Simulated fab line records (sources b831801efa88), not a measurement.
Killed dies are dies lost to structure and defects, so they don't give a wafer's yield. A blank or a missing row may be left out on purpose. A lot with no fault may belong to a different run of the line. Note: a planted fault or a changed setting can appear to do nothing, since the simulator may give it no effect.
2 desks, one fault / flow sky130 / numbers are kept per desk, each desk with only its own; the story behind them comes last

FOR THE TOOL OWNER'S DESK: rie_diel-01
The tool's own readings at SKY_FIELD_ISO_ETCH_15 (etches the open film in CHF3/O2, stops on Si, target depth 180 nm, time 72 s): means of the sampled wafers that have a number, for each lot that ran on this tool. Marked OUT: a lot whose mean sits more than 4 standard deviations from the usual mean, which makes it out of limits; the brackets give that distance.
Columns: A = bias_w at SKY_FIELD_ISO_ETCH_15, usual 199.8 W; B = chf3_flow_sccm at SKY_FIELD_ISO_ETCH_15, usual 49.99 sccm; C = drypump_motor_current_A at SKY_FIELD_ISO_ETCH_15, usual 5.7 A; D = oes_product_au at SKY_FIELD_ISO_ETCH_15, usual 0.944 a.u.; E = throttle_valve_pct at SKY_FIELD_ISO_ETCH_15, usual 8.845 %
lot=L106; first seen here=day 4 13:49; A=200.2; B=49.99; C=5.8; D=0.951; E=8.847
lot=L112; first seen here=day 5 20:36; A=179.7 (-29) OUT; B=49.98; C=5.7; D=0.942; E=8.847
lot=L113; first seen here=day 6 03:01; A=180.6 (-27) OUT; B=49.97; C=5.9; D=0.946; E=8.840
Finding of this desk: L112, L113 out of limits; the first was L112 at day 5 20:36, on bias_w at SKY_FIELD_ISO_ETCH_15. In limits: L106.

FROM THE METROLOGY DESK
What the gauges read for every lot (on any tool): the sampled wafers with a number, averaged. Marked OUT: a lot whose mean sits more than 4 standard deviations from the usual mean, which makes it out of limits; the brackets give that distance.
Columns: A = FIELD_ISO_CVD_03_THK at SKY_FIELD_ISO_THK_MEAS_04, usual 164.6 nm; B = cd_nm at SKY_FIELD_ISO_CD_MEAS_13, usual 150.1 nm
lot=L104; first seen here=day 3 12:32; A=163.7; B=149.9
lot=L106; first seen here=day 3 20:50; A=166.0; B=149.5
lot=L112; first seen here=day 5 02:41; A=164.4; B=150.5
lot=L113; first seen here=day 5 07:45; A=165.2; B=151.6
lot=L115; first seen here=day 5 19:13; A=166.3; B=149.8
lot=L116; first seen here=day 5 23:11; A=164.9; B=149.7
This desk found nothing out of limits on any of the 6 lots.

BROUGHT TOGETHER
An alarm could have come from the tool owner's desk at day 5 20:36, on L112, L113.
At the metrology desk, nothing out of limits was observed.
The metrology desk has L112, L113 on record, within its limits.
SKY_FIELD_ISO_ETCH_15 was run on rie_diel-01 by each of the lots named.

WHAT HAD BEEN PUT IN BY THE SIMULATOR
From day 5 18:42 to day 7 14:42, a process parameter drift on rie_diel-01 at SKY_FIELD_ISO_ETCH_15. A move of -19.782 in setting bias_w, from 200. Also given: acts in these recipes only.
Shown lots that were struck: L112, L113.
Each desk's first reading out of limits, in hours after the fault started: the tool owner's desk, 2.
